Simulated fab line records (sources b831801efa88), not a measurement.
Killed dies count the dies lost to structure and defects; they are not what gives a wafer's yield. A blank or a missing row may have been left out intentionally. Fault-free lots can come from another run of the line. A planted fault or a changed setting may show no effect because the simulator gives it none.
A single fault, viewed from 2 desks	flow gf180mcu	each desk has only its own numbers; what lay behind them comes last

== METROLOGY DESK ==
Lot by lot, what the gauges showed, no matter which tool ran the lot: averages of those sampled wafers that carry a number. A lot is out of limits, marked OUT, if its mean lies more than 4 standard deviations from the usual mean; the brackets give that distance.
Columns: A = CONTACT_W_RS at GF_CONTACT_RS_MEAS_25, usual 0.384 ohm/sq; B = M1_OVL at GF_M1_OVL_MEAS_15, usual 4 nm
lot	first seen here	A	B
L325	day 16 20:17	0.380	7
L326	day 17 03:24	0.380	2
L327	day 17 11:59	0.389	1
L328	day 17 18:59	0.379	4
L331	day 19 02:09	0.387	3
L332	day 19 10:53	0.386	11
L337	day 21 05:02	0.384	-
L338	day 21 12:06	0.381	-
L339	day 21 22:57	0.380	-
L343	day 23 05:05	0.385	7
L344	day 23 11:23	0.384	11
L345	day 24 02:30	0.384	5
L346	day 24 05:01	0.382	-13
L347	day 24 12:46	0.391	1
L348	day 24 17:07	0.387	7
This desk found nothing out of limits on any of the 15 lots.

== DESK OF THE TOOL OWNER: krf_scanner-01 ==
The tool's own readings at GF_M1_EXPOSE_11 (exposes mask Metal1, target cd 230 nm): means of the sampled wafers that have a number, for each lot that ran on this tool. A lot is out of limits, marked OUT, if its mean lies more than 4 standard deviations from the usual mean; the brackets give that distance.
Columns: A = exposure_dose_mJ_cm2 at GF_M1_EXPOSE_11, usual 28.12; B = focus_offset_nm at GF_M1_EXPOSE_11, usual -0.1 nm
lot	first seen here	A	B
L325	day 17 08:24	27.95	-0.2
L327	day 18 00:35	27.96	0.0
L332	day 20 00:33	27.96	-0.4
L345	day 24 14:06	27.98	-0.2
L347	day 25 00:52	27.98	0.2
This desk found nothing out of limits on any of the 5 lots.

== TAKEN TOGETHER ==
From the metrology desk's view, nothing was out of limits.
The tool owner's desk saw nothing out of limits.

== WHAT THE SIMULATOR PUT IN ==
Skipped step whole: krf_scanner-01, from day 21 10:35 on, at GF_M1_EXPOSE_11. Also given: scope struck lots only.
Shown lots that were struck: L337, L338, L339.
